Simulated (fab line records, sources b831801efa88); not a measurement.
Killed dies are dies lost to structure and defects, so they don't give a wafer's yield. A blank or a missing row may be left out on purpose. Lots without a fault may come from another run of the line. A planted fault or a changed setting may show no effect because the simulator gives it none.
Split-lot experiment | flow sfq_line | 5 lots, 23 wafers read, on a route of 325 steps

THE SPLIT
At SFQ_TRILAYER_M8_DEP_EVAP_197 (material Ti, target thk 20 nm, time 100 s), the setting time_s was moved away from the recipe's 100 s on 10 of the 23 wafers read, by -10.1% to +7.9%. The other wafers ran this setting at the recipe's value.

The reading is taken at the split's own step.

THE READING
Ti_of_TRILAYER_M8_DEP_EVAP_197.thk_nm (the simulator's own value, which no gauge read), in nm, at SFQ_TRILAYER_M8_DEP_EVAP_197 (material Ti, target thk 20 nm, time 100 s). The file gives no usual value for it. The 13 wafers here that ran the recipe average 20.09 nm, standard deviation 0.25 nm.

wafer  | tool, chamber at the split | time_s as run, s | against the recipe | Ti_of_TRILAYER_M8_DEP_EVAP_197.thk_nm, nm | against lot-mates on the recipe
L074.1 | pvd_sputter-01, -          | 100              | recipe             | 19.63                                     | -
L074.2 | pvd_sputter-01, -          | 100              | recipe             | 19.96                                     | -
L074.4 | pvd_sputter-01, -          | 107.9            | +7.9%              | 21.12                                     | +1.32
L074.5 | pvd_sputter-01, -          | 107.9            | +7.9%              | 21.6                                      | +1.80
L074.6 | pvd_sputter-01, -          | 107.9            | +7.9%              | 21.68                                     | +1.88
L075.1 | pvd_sputter-02, -          | 100              | recipe             | 20.07                                     | -
L075.2 | pvd_sputter-02, -          | 107.2            | +7.2%              | 21.48                                     | +1.43
L075.3 | pvd_sputter-02, -          | 107.2            | +7.2%              | 21.22                                     | +1.17
L075.4 | pvd_sputter-02, -          | 100              | recipe             | 19.9                                      | -
L075.6 | pvd_sputter-02, -          | 100              | recipe             | 20.19                                     | -
L080.1 | pvd_sputter-01, -          | 93.7             | -6.3%              | 18.74                                     | -1.43
L080.2 | pvd_sputter-01, -          | 93.7             | -6.3%              | 18.75                                     | -1.42
L080.4 | pvd_sputter-01, -          | 93.7             | -6.3%              | 19.02                                     | -1.15
L080.5 | pvd_sputter-01, -          | 100              | recipe             | 20.06                                     | -
L080.6 | pvd_sputter-01, -          | 100              | recipe             | 20.29                                     | -
L083.3 | pvd_sputter-02, -          | 100              | recipe             | 19.74                                     | -
L083.4 | pvd_sputter-02, -          | 100              | recipe             | 19.97                                     | -
L083.6 | pvd_sputter-02, -          | 100              | recipe             | 20.18                                     | -
L085.2 | pvd_sputter-02, -          | 100              | recipe             | 20.49                                     | -
L085.3 | pvd_sputter-02, -          | 100              | recipe             | 20.13                                     | -
L085.4 | pvd_sputter-02, -          | 100              | recipe             | 20.53                                     | -
L085.5 | pvd_sputter-02, -          | 89.93            | -10.1%             | 18.29                                     | -2.09
L085.6 | pvd_sputter-02, -          | 89.93            | -10.1%             | 18.05                                     | -2.33

THE FIT
A straight line over all 23 wafers: Ti_of_TRILAYER_M8_DEP_EVAP_197.thk_nm changes by +0.185 nm for each +1% of time_s; r = +0.97; the points scatter about the line by 0.23 nm.
The same after taking each lot's own level away (the mean of its wafers on the recipe; 23 wafers): +0.209 nm for each +1%; r = +0.99; scatter 0.18 nm.
On that fit, the largest move of time_s shifts the reading by 2.1 nm.
The lots' own levels span 19.795 to 20.383 nm, that is 2.3 times the standard deviation above.
So the lot-to-lot level changes the slope: the two fits differ.
Check: with one of the wafers moved furthest among these (-10.1%) left out of the fit, the line predicts -2.14 nm for it against its lot-mates. It came out at -2.09 nm against them.

OTHER SPLITS ON THESE WAFERS
These wafers also went through other splits before the reading. Each is held against what the fit with the lots' levels taken away leaves over:
other split on the same wafers                    | wafers away from the commonest value | r with Ti_of_TRILAYER_M8_DEP_EVAP_197.thk_nm (lot level and that fit taken away)
SFQ_TRILAYER_I7_VIA_BARC_OPEN_VIA_ETCH_260 time_s | 10                                   | -0.26

THE FILE'S OWN FIT
Ti_of_TRILAYER_M8_DEP_EVAP_197.thk_nm changes by +0.209 nm for each +1% of time_s, r = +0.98.
